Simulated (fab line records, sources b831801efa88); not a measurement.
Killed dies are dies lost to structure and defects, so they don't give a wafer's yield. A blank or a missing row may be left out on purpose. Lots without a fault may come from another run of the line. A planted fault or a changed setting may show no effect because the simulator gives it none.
fab line records | flow gf180mcu
record lots=14 wafers=42 last_day=34
route steps=602 shown POLY_GATE@169 M1@320 M2@368 V2@385
lots that met no fault: from a run of the same line without faults
start_h: hours from the record's first day to the start of the lot's first wafer shown | wait_h: hours since the lot's step before | " the same as in the row above | L1.1+2: a row that stands for several wafers | - no value, or no start given | * or withheld: withheld | < > ~ a bound
route shown NAME@n: a module of which the file shows steps, and the number in the route of the first | usual: mean/standard deviation of fault-free wafers | same: alike in all rows | chamber/n: place in a boat | sites: the reading at each site | _std_site: their standard deviation | _edge_site: outer sites' mean less inner sites' | radius_mm: how far each site lies from the wafer's centre | mask NAME#n: copy n | behind: the tool/chamber that last shaped the wafer | hold: why the lot was held/for how many hours/how that ended | device: the transistor (n, p or np) that didn't switch | end of line: the same wafers' tests at the end of the route | a step without rows: its recipe alone | killed: dies lost to structure and defects at the first sort, not the wafer's yield | map: a wafer's dies, x killed, . not, _ none there
set.NAME: the setting as run; set.NAME@STEP: as run at that earlier step | model.NAME: the simulator's own value behind a step, which no gauge read
steps of the route over a sample of lots; a table a step, a row a wafer
services: from which hour (start_h, from the record's first day; less than 0 if before it) a tool's chamber was out of use, for how many hours, and why
## steps
# step GF_POLY_GATE_ETCH_12
# recipe chemistry=N2/H2 target_depth_a=withheld overetch_a=withheld time_s=withheld target=BARC ion_energy_ev=200 source_w=500 bias_w=100 pressure_mtorr=30 n2_flow_sccm=100 h2_flow_sccm=200
# usual bias_w=100.03/0.28 drypump_motor_current_A=5.6/0.45 oes_product_au=0.736/0.0051 throttle_valve_pct=13.214/0.0081
# columns lot.wafer tool chamber start_h wait_h bias_w drypump_motor_current_A oes_product_au throttle_valve_pct
L139.2 rie_diel-01 1 197.07 0.0 99.89 6.1 0.737 13.203
L139.5 " 0 " " 99.48 5.5 0.731 13.213
L139.6 " 3 " " 100.02 5.3 0.737 13.222
L140.1 rie_diel-01 2 204.02 0.0 100.37 5.8 0.739 13.201
L140.2 " 3 " " 99.74 5.3 0.739 13.219
L140.4 " 0 " " 99.81 5.5 0.739 13.209
L142.2 rie_diel-03 3 219.47 0.0 99.70 4.9 0.733 13.223
L142.3 " 0 " " 99.75 6.6 0.742 13.212
L142.6 " 0 " " 99.64 6.6 0.733 13.210
L143.3 rie_diel-03 2 225.07 0.0 100.09 5.4 0.729 13.222
L143.4 " 3 " " 100.28 4.9 0.726 13.208
L143.5 " 1 " " 100.52 5.3 0.736 13.228
L144.1 rie_diel-02 2 229.62 0.0 100.09 5.3 0.737 13.232
L144.4 " 1 " " 100.06 5.6 0.737 13.237
L144.5 " 2 " " 99.90 5.3 0.739 13.217
L145.2 rie_diel-01 2 237.15 0.0 100.12 5.8 0.736 13.217
L145.3 " 1 " " 99.72 6.1 0.737 13.213
L145.4 " 3 " " 99.87 5.3 0.742 13.217
L147.3 rie_diel-01 0 252.52 0.0 100.31 5.5 0.736 13.201
L147.4 " 2 " " 99.95 5.8 0.727 13.202
L147.5 " 1 " " 99.75 6.0 0.736 13.195
L148.1 rie_diel-01 0 259.97 0.0 100.60 5.5 0.738 13.222
L148.2 " 2 " " 100.30 5.8 0.736 13.213
L148.6 " 0 " " 100.10 5.5 0.737 13.215
L151.2 rie_diel-01 1 279.72 0.0 100.18 6.1 0.736 13.218
L151.4 " 2 " " 99.93 5.8 0.742 13.213
L151.6 " 0 " " 100.08 5.5 0.746 13.206
L152.1 rie_diel-02 3 284.52 0.0 100.00 5.8 0.737 13.217
L152.4 " 0 " " 99.75 5.8 0.740 13.220
L152.6 " 2 " " 100.33 5.2 0.737 13.203
L157.1 rie_diel-03 1 343.12 0.0 100.45 5.3 0.740 13.220
L157.4 " 2 " " 100.40 5.4 0.732 13.217
L157.6 " 0 " " 100.28 6.6 0.735 13.211
L158.1 rie_diel-03 1 349.22 0.0 96.33 5.3 0.735 13.218
L158.2 " 2 " " 96.60 5.4 0.738 13.201
L158.3 " 3 " " 96.77 4.9 0.722 13.210
L160.3 rie_diel-02 3 352.02 0.0 100.16 5.8 0.740 13.205
L160.5 " 0 " " 100.06 5.8 0.741 13.203
L160.6 " 1 " " 99.59 5.6 0.747 13.209
L161.2 rie_diel-03 0 364.57 0.0 96.59 6.6 0.740 13.217
L161.3 " 3 " " 96.79 4.9 0.736 13.225
L161.6 " 1 " " 95.83 5.3 0.737 13.222
# step GF_M1_RS_MEAS_05
# recipe thk_meas_gauge=four-point-probe reads=TiN_of_M1_SPUTTER_04+Ti_of_M1_SPUTTER_03+AlCu_of_M1_SPUTTER_02+TiN_of_M1_SPUTTER_01+Ti_of_M1_SPUTTER_00
# usual M1_ALCU_RS=0.0694/0.00062
# columns lot.wafer tool chamber start_h wait_h M1_ALCU_RS[ohm/sq]
L139.2 film_metro-04 - 365.33 0.0 0.0693
L139.5 " - " " 0.0690
L139.6 " - " " 0.0687
L140.1 film_metro-04 - 374.63 0.0 0.0698
L140.2 " - " " 0.0703
L140.4 " - " " 0.0704
L142.2 film_metro-02 - 390.43 0.0 0.0693
L142.3 " - " " 0.0684
L142.6 " - " " 0.0697
L143.3 film_metro-03 - 403.07 0.1 0.0694
L143.4 " - " " 0.0687
L143.5 " - " " 0.0692
L144.1 film_metro-02 - 408.31 0.0 0.0694
L144.4 " - " " 0.0692
L144.5 " - " " 0.0690
L145.2 film_metro-03 - 418.62 0.0 0.0696
L145.3 " - " " 0.0691
L145.4 " - " " 0.0685
L147.3 film_metro-02 - 436.78 0.1 0.0698
L147.4 " - " " 0.0700
L147.5 " - " " 0.0705
L148.1 film_metro-03 - 444.59 0.0 0.0694
L148.2 " - " " 0.0693
L148.6 " - " " 0.0694
L151.2 film_metro-04 - 468.90 0.0 0.0702
L151.4 " - " " 0.0698
L151.6 " - " " 0.0702
L152.1 film_metro-04 - 475.58 0.0 0.0705
L152.4 " - " " 0.0711
L152.6 " - " " 0.0702
L157.1 film_metro-03 - 542.04 0.0 0.0683
L157.4 " - " " 0.0686
L157.6 " - " " 0.0689
L158.1 film_metro-03 - 546.88 0.0 0.0704
L158.2 " - " " 0.0694
L158.3 " - " " 0.0706
L160.3 film_metro-03 - 549.72 0.1 0.0685
L160.5 " - " " 0.0694
L160.6 " - " " 0.0686
L161.2 film_metro-04 - 564.35 0.0 0.0690
L161.3 " - " " 0.0693
L161.6 " - " " 0.0690
# step GF_M2_THK_MEAS_06
# recipe thk_meas_gauge=xrf reads=AlCu_of_M2_SPUTTER_02
# usual M2_ALCU_THK=449/5.1
# columns lot.wafer tool chamber start_h wait_h M2_ALCU_THK[nm]
L139.2 film_metro-02 - 414.42 0.1 458
L139.5 " - " " 463
L139.6 " - " " 455
L140.1 film_metro-01 - 424.93 0.1 449
L140.2 " - " " 443
L140.4 " - " " 442
L142.2 film_metro-03 - 441.33 0.1 450
L142.3 " - " " 447
L142.6 " - " " 440
L143.3 film_metro-02 - 455.75 0.1 451
L143.4 " - " " 445
L143.5 " - " " 443
L144.1 film_metro-01 - 460.14 0.1 449
L144.4 " - " " 448
L144.5 " - " " 448
L145.2 film_metro-02 - 470.25 0.1 454
L145.3 " - " " 449
L145.4 " - " " 449
L147.3 film_metro-03 - 489.18 0.1 445
L147.4 " - " " 441
L147.5 " - " " 447
L148.1 film_metro-02 - 496.96 0.1 441
L148.2 " - " " 449
L148.6 " - " " 452
L151.2 film_metro-01 - 519.72 0.1 453
L151.4 " - " " 457
L151.6 " - " " 456
L152.1 film_metro-02 - 526.11 0.1 443
L152.4 " - " " 447
L152.6 " - " " 449
L157.1 film_metro-01 - 589.44 0.1 445
L157.4 " - " " 447
L157.6 " - " " 448
L158.1 film_metro-01 - 594.09 0.1 438
L158.2 " - " " 441
L158.3 " - " " 442
L160.3 film_metro-03 - 596.24 0.1 455
L160.5 " - " " 459
L160.6 " - " " 459
L161.2 film_metro-03 - 610.93 0.1 451
L161.3 " - " " 448
L161.6 " - " " 453
# step GF_V2_THK_MEAS_03
# recipe reads=SiO2_of_V2_CVD_02
# usual V2_CVD_02_THK=848/10
# columns lot.wafer tool chamber start_h wait_h V2_CVD_02_THK[nm]
L139.2 film_metro-04 - 439.99 0.0 844
L139.5 " - " " 863
L139.6 " - " " 853
L140.1 film_metro-01 - 450.19 0.0 849
L140.2 " - " " 844
L140.4 " - " " 853
L142.2 film_metro-02 - 466.60 0.0 844
L142.3 " - " " 833
L142.6 " - " " 848
L143.3 film_metro-02 - 481.11 0.1 838
L143.4 " - " " 857
L143.5 " - " " 860
L144.1 film_metro-04 - 485.88 0.0 851
L144.4 " - " " 859
L144.5 " - " " 861
L145.2 film_metro-04 - 495.37 0.1 837
L145.3 " - " " 844
L145.4 " - " " 846
L147.3 film_metro-04 - 513.35 0.1 852
L147.4 " - " " 854
L147.5 " - " " 862
L148.1 film_metro-01 - 521.31 0.0 853
L148.2 " - " " 864
L148.6 " - " " 864
L151.2 film_metro-04 - 542.92 0.0 847
L151.4 " - " " 856
L151.6 " - " " 856
L152.1 film_metro-04 - 549.56 0.1 830
L152.4 " - " " 852
L152.6 " - " " 850
L157.1 film_metro-01 - 612.10 0.0 833
L157.4 " - " " 859
L157.6 " - " " 841
L158.1 film_metro-04 - 615.95 0.0 839
L158.2 " - " " 845
L158.3 " - " " 843
L160.3 film_metro-01 - 618.49 0.1 839
L160.5 " - " " 853
L160.6 " - " " 865
L161.2 film_metro-02 - 632.62 0.0 830
L161.3 " - " " 845
L161.6 " - " " 855
## services
# columns tool chamber start_h hours kind
rie_diel-02 3 193.70 5.1 repair
rie_diel-02 0 194.21 4.3 repair
rie_diel-02 - 222.00 1.4 repair
rie_diel-01 2 252.93 5.5 repair
rie_diel-02 0 292.54 - clean
rie_diel-02 0 292.54 20.1 scheduled_down
rie_diel-02 0 292.54 20.1 vent_cycle
rie_diel-02 3 292.68 2.8 repair
rie_diel-01 1 308.98 11.7 repair
rie_diel-01 0 336.41 14.1 repair
## key
first_sign step=GF_POLY_GATE_ETCH_12 reading=bias_w direction=down sigmas=13 usual=100.03 struck=96.49
effect none on later readings
met_at GF_POLY_GATE_ETCH_12
struck_lots L158,L161
tester_left_out L158,L161
not_acting_at GF_M1_RS_MEAS_05,GF_M2_THK_MEAS_06,GF_V2_THK_MEAS_03
onset_between 343.12 349.22
fault kind=process_parameter_drift tool=rie_diel-03 chamber=- onset_h=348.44 steps=GF_POLY_GATE_ETCH_12 channel=bias_w offset=-3.7373 shape=step end_h=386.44 acts_in=these_recipes_only stated=100
# tester_left_out: of these lots the tester's yield and bins aren't shown, on N5 and GAA mostly nor the transistor test; their killed dies are dies lost to structure and defects alone, not to doping, threshold or leakage, so they don't give the yield
